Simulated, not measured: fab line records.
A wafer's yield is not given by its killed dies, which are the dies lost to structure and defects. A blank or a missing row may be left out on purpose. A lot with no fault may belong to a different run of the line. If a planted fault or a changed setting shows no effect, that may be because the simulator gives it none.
Which tool is to blame? ; flow gf180mcu ; 33 wafers from 11 lots sampled at 6 of the route's 602 steps

## WHAT THE GAUGES READ, wafer by wafer
GF_HV_LDD_CD_MEAS_07: target cd 400 nm. Usual: cd nm reads 400.2 nm (standard deviation 2.1).
lot;measured;on;cd nm (nm);flag
L764;day 10 05:15;cd sem-01;402.4 402.5 401.2;
L765;day 10 07:18;cd sem-01;401.1 402.8 400.9;
L766;day 10 21:35;cd sem-01;401.9 401.0 401.5;
L767;day 11 16:15;cd sem-02;400.0 398.2 397.4;
L770;day 12 03:48;cd sem-01;400.0 397.3 400.0;
L773;day 13 13:05;cd sem-02;399.4 399.4 399.4;
L775;day 14 03:00;cd sem-02;403.4 404.2 404.1;
L778;day 14 22:18;cd sem-02;400.0 397.0 399.4;
L783;day 16 01:39;cd sem-02;400.0 398.2 400.7;
L784;day 16 03:58;cd sem-01;404.6 401.1 401.4;
L786;day 16 18:00;cd sem-02;404.6 404.1 402.2;

GF_HV_LDD_TW_MEAS_38. Usual: HV_LDD_3_TW gives 1429 (standard deviation 7.3).
lot;measured;on;HV_LDD_3_TW;flag
L764;day 11 18:11;film metro-02;1425 1419 1420;
L765;day 11 20:53;film metro-01;1442 1434 1433;
L766;day 12 10:34;film metro-02;1423 1424 1415;
L767;day 13 06:40;film metro-03;1436 1439 1435;
L770;day 13 17:43;film metro-01;1428 1432 1437;
L773;day 15 08:10;film metro-02;1426 1430 1422;
L775;day 15 22:49;film metro-01;1334 1328 1324 1332 1326 1327;OFF
L778;day 16 19:19;film metro-01;1325 1325 1323 1332 1327 1339;OFF
L783;day 18 00:01;film metro-01;1447 1448 1446;
L784;day 18 02:34;film metro-02;1422 1420 1420;
L786;day 18 18:10;film metro-02;1416 1422 1421;

GF_HV_LDD_RS_MEAS_53: uses a four-point probe to measure. Usual: HV_LDD_RS gives 418.1 ohm/sq (standard deviation 0.89).
lot;measured;on;HV_LDD_RS (ohm/sq);flag
L764;day 12 12:53;film metro-03;418.7 419.5 419.8;
L765;day 12 15:44;film metro-01;418.7 419.4 418.1;
L766;day 13 06:10;film metro-01;418.2 418.1 418.1;
L767;day 14 03:17;film metro-02;416.5 417.6 416.4;
L770;day 14 14:26;film metro-02;417.7 417.5 418.0;
L773;day 16 06:25;film metro-01;418.1 417.0 416.5;
L775;day 16 20:35;film metro-01;435.6 436.7 436.7 435.1 436.8 437.3;OFF
L778;day 17 18:47;film metro-01;434.2 435.1 435.6 434.4 434.8 435.5;OFF
L783;day 19 00:47;film metro-02;416.4 416.5 416.4;
L784;day 19 03:29;film metro-01;417.5 417.3 419.0;
L786;day 19 19:26;film metro-02;416.7 417.3 418.1;

GF_HV_LDD_THK_MEAS_57. Usual: HV_LDD_CVD_56_THK gives 89.9 nm (standard deviation 0.82).
lot;measured;on;HV_LDD_CVD_56_THK (nm);flag
L764;day 12 15:29;film metro-03;90.6 90.5 90.3;
L765;day 12 18:20;film metro-02;90.8 89.8 90.3;
L766;day 13 09:29;film metro-03;89.6 89.0 89.8;
L767;day 14 05:55;film metro-03;89.3 90.1 89.7;
L770;day 14 18:31;film metro-03;91.1 90.5 89.7;
L773;day 16 10:00;film metro-03;89.2 89.5 88.8;
L775;day 17 07:46;film metro-01;88.3 88.4 88.3;
L778;day 17 23:29;film metro-03;91.0 90.1 90.0;
L783;day 19 03:25;film metro-02;89.1 89.5 89.2;
L784;day 19 06:07;film metro-01;89.7 89.3 89.3;
L786;day 19 22:04;film metro-01;90.9 90.2 89.8;

## TOOL THAT RAN EACH LOT (tool first, then ch and the chambers of the sampled wafers, then the start)
lot;GF_VT_IMPLANT_STRIP_42;GF_HV_LDD_IMPLANT_35
L764;plasma asher-03 ch 0,1, day 7 18:10;implanter-01 ch 0, day 11 17:49
L765;plasma asher-04 ch 0,1, day 7 21:22;implanter-01 ch 0, day 11 20:31
L766;plasma asher-01 ch 0,1, day 8 08:59;implanter-02 ch 0, day 12 10:11
L767;plasma asher-04 ch 0,1, day 9 02:31;implanter-02 ch 0, day 13 06:16
L770;plasma asher-03 ch 0,1, day 9 13:17;implanter-02 ch 0, day 13 17:19
L773;plasma asher-04 ch 0,1, day 10 08:17;implanter-01 ch 0, day 15 07:47
L775;plasma asher-03 ch 0,1, day 10 21:26;implanter-02 ch 0, day 15 22:25
L778;plasma asher-04 ch 0,1, day 11 15:38;implanter-02 ch 0, day 16 18:55
L783;plasma asher-03 ch 0,1, day 13 00:32;implanter-01 ch 0, day 17 23:37
L784;plasma asher-03 ch 0,1, day 13 04:55;implanter-01 ch 0, day 18 02:10
L786;plasma asher-03 ch 0,1, day 13 17:20;implanter-03 ch 0, day 18 17:46
- GF_VT_IMPLANT_STRIP_42: strips in O2/N2.
- GF_HV_LDD_IMPLANT_35

## WHAT THE TOOLS THEMSELVES READ (means of the sampled wafers that have a number; where no wafer has one, the mark that the record gives instead)
GF_VT_IMPLANT_STRIP_42. Usual: drypump motor current A 5.55 A, standard deviation 0.14; heater power w 374 W, standard deviation 34; o2 flow sccm 2999 sccm, standard deviation 14; oes product au 0.716 a.u., standard deviation 0.0046; strip time to endpoint s 12.62 s, standard deviation 0.036.
lot;tool;drypump motor current A (A);heater power w (W);o2 flow sccm (sccm);oes product au (a.u.);strip time to endpoint s (s);flag
L764;plasma asher-03;5.63;371;2994;0.716;12.59;
L765;plasma asher-04;5.51;412;2995;0.718;12.63;
L766;plasma asher-01;5.27;330;3001;0.713;12.64;
L767;plasma asher-04;5.48;409;2999;0.718;12.64;
L770;plasma asher-03;5.68;368;2998;0.716;12.63;
L773;plasma asher-04;5.49;386;3005;0.716;12.68;
L775;plasma asher-03;5.64;371;2995;0.722;12.67;
L778;plasma asher-04;5.51;406;3006;0.715;12.57;
L783;plasma asher-03;5.69;361;2995;0.715;12.65;
L784;plasma asher-03;5.68;363;3008;0.714;12.60;
L786;plasma asher-03;5.70;364;3002;0.715;12.60;

GF_HV_LDD_IMPLANT_35. Usual: dose ions cm2 7.499e+12, standard deviation 7.4e+09; end station pressure torr 5.05e-06 Torr, standard deviation 2.9e-07; faraday current uA 42.2, standard deviation 0.8.
lot;tool;dose ions cm2;end station pressure torr (Torr);faraday current uA;flag
L764;implanter-01;7.500e+12;4.92e-06;42.1;
L765;implanter-01;7.494e+12;4.92e-06;42.3;
L766;implanter-02;7.505e+12;5.04e-06;42.5;
L767;implanter-02;7.494e+12;5.27e-06;41.6;
L770;implanter-02;7.492e+12;5.06e-06;41.6;
L773;implanter-01;7.501e+12;5.15e-06;42.0;
L775;implanter-02;1.445e+12;5.11e-06;8.1;OFF
L778;implanter-02;1.443e+12;4.79e-06;8.3;OFF
L783;implanter-01;7.501e+12;4.90e-06;42.0;
L784;implanter-01;7.502e+12;5.16e-06;41.7;
L786;implanter-03;7.496e+12;5.06e-06;42.3;

## THE ANSWER, worked out from the rows above alone
Rule: take the mean of a lot's wafers that have a number; if it is more than 3 standard deviations from the usual mean, the lot is off. Also off: a lot with no number at a reading for which 4 or more lots have one. All remaining lots with rows at the step are treated as sound. Order of review: gauges by route order, followed by the tools' own readings, for which a lot's mean as printed above is used. The first step at which some lot is off is used, and at that step the reading that is off furthest; a lot without a number counts as furthest.
Off: L775, L778, seen at GF_HV_LDD_TW_MEAS_38 (HV_LDD_3_TW).
A tool fits if, at a process step before that reading, it ran every lot that is off, and no sound lot after the first of them. The gauges at GF_HV_LDD_TW_MEAS_38 aren't tried: what is off there is off at GF_HV_LDD_IMPLANT_35 too, on other tools, and a gauge's error can't cause that. One fits: implanter-02 at GF_HV_LDD_IMPLANT_35. A fault onset in the window from L770 (day 13 17:19, its last sound lot) to L775 (day 15 22:25, its first lot off) fits.
The tool's own readings at GF_HV_LDD_IMPLANT_35 bear it out: on the lots that are off they differ by more than 5 times the standard deviation of the sound lots' means. dose ions cm2 reads 1.444e+12 there against 7.498e+12 on the sound lots; faraday current uA reads 8.2 there against 42.0 on the sound lots.

## WHAT THE SIMULATOR HAD INSERTED
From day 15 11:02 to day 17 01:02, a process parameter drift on implanter-02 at GF_HV_LDD_IMPLANT_35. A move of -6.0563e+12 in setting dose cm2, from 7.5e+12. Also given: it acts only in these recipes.
Shown lots that were struck: L775, L778. The same result came from the rule above.
